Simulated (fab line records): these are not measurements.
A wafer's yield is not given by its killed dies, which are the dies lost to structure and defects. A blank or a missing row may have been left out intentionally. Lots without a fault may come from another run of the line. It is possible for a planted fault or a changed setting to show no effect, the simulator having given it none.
The tool behind it: which one? | flow gf180mcu | at 1 step of a route of 602, 12 lots with 36 wafers sampled

WHAT THE GAUGES READ, wafer by wafer
GF_V1_OVL_MEAS_15.
lot  | measured     | on         | V1_OVL (nm)
L075 | day 18 11:23 | overlay-02 | 13 8 5
L077 | day 19 08:18 | overlay-02 | 9 0 6
L079 | day 20 06:45 | overlay-02 | 6 0 4
L081 | day 21 01:20 | overlay-02 | 3 5 -1
L083 | day 21 16:01 | overlay-02 | -4 -5 -4
L085 | day 22 10:02 | overlay-01 | 6 4 5
L087 | day 23 02:26 | overlay-01 | -7 0 -6
L089 | day 23 19:53 | overlay-02 | 6 4 0
L091 | day 24 08:05 | overlay-01 | -4 -10 -3
L093 | day 25 00:23 | overlay-01 | -1 -1 2
L095 | day 25 15:08 | overlay-02 | 2 7 5
L097 | day 26 04:20 | overlay-01 | 0 1 -3

TOOL THAT RAN EACH LOT (tool first, then ch and the chambers of the sampled wafers, then the start)
The record holds no process step before these readings.

THE ANSWER, worked out from the rows above alone
Rule: what is usual is taken from the lots themselves. The widest of any qualifying gaps counts: lots, ordered by their means at a reading, are off when they make up no more than a third of the lots, leave a main group of 4 or more, and stand apart from it by 3 or more times the standard deviation of that group's means. If all means in a main group match to the digits the tables above print for the reading, that group is not used. Also off: a lot with no number at a reading for which 4 or more lots have one. The other lots that the step has rows for count as sound.
Across all readings shown, no lot is off: no conclusion can be drawn from this.

WHAT THE SIMULATOR PUT IN
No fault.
